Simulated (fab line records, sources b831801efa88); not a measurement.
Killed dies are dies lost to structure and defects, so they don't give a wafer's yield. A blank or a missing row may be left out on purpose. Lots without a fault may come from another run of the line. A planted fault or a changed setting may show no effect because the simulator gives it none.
Problem report in the 8D (eight disciplines) form, filled by code | flow gf180mcu | the parts of the form that need people (team, actions taken, sign-off) are left out

1. THE PROBLEM
cd_nm at GF_HV_LDD_CD_MEAS_31 reads a mean of 424.6 nm on 6 wafers of 2 lots; wafers without a fault read 399.7 nm with a standard deviation of 2.2. That is +11 standard deviations from the usual mean.
The step: target cd 400 nm.
First seen on wafer L139.2, day 17 20:41, on cd_sem-02. The record holds 39 wafers of 13 lots with a number at this step. Rule for "out", or "out of limits": more than 4 standard deviations from the usual mean. The other wafers with a number count as sound.

2. WHAT IT IS AND WHAT IT IS NOT
question                    | is                     | is not
which readings at this step | cd_nm                  | -
which lots                  | L138, L139             | L121, L122, L124, L125, L126, L130, L131, L132, L135, L143, L144
which wafers of those lots  | all that have a number | -
read on which gauges        | cd_sem-02              | cd_sem-01
when                        | from day 17 20:41      | up to then (27 sound wafers); but 6 sound wafers of L143, L144 came after

3. SUSPECTS, AND WHAT RULES EACH OUT
Counting: a tool at a process step up to the reading stays a suspect if it ran every lot that is out and no sound lot after the first of them.
- the gauge at GF_HV_LDD_CD_MEAS_31: ruled out. All the wafers that are out were read on cd_sem-02, but those of them that GF_HV_LDD_EXPOSE_28 has rows for are out there too, on other tools.
- iline_stepper-01 at GF_HV_LDD_EXPOSE_28 (exposes mask Nplus HV AREA, target cd 400 nm): kept. It ran every lot that is out, first L139 (day 17 09:14), and no sound lot after that; its last sound lot up to then is L135 (day 15 23:52). Its own readings are out on those wafers: exposure_dose_mJ_cm2.
Left after counting: iline_stepper-01 at GF_HV_LDD_EXPOSE_28.

4. THE CAUSE (what the simulator had put in)
Process parameter drift: iline_stepper-01, from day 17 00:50 on, at GF_HV_LDD_EXPOSE_28. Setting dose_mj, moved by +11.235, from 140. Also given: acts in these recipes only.
Counting left only this tool.

5. THE CHAIN OF EFFECTS, in route order
Each row: a reading whose mean over the struck wafers that have a number lies more than 3 standard deviations from the usual. Only readings for which the record gives a usual standard deviation are gone through. hours: the time from each lot's start at the first step in this table that gives one to its start at this step, as a median over the lots. sigmas: the change in usual standard deviations.
hours | step                 | reading              | usual    | on struck wafers | change | sigmas
0     | GF_HV_LDD_EXPOSE_28  | exposure_dose_mJ_cm2 | 139.99   | 151.31           | +11.32 | +81
12    | GF_HV_LDD_CD_MEAS_31 | cd_nm                | 399.7 nm | 424.6            | +24.9  | +11
The process steps in it:
- GF_HV_LDD_EXPOSE_28: exposes mask Nplus HV AREA, target cd 400 nm.
Later measuring or inspecting steps at which every struck wafer that the step has a row for has a number for every such reading, and none has moved that far: GF_V1_THK_MEAS_25.

6. WHAT WOULD HAVE CAUGHT IT SOONER
In this record the first reading out of limits at a measuring or inspecting step was taken at day 17 20:41, 20 hours after the fault began at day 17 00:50.
The tool's own readings at GF_HV_LDD_EXPOSE_28 were out on every struck wafer that the step has a row for (exposure_dose_mJ_cm2): an alarm limit on them would have fired on the first of those.
All the lots that are out (2) had begun GF_HV_LDD_EXPOSE_28 on iline_stepper-01 by day 17 20:41. A hold on the tool at that time would have spared none of them.
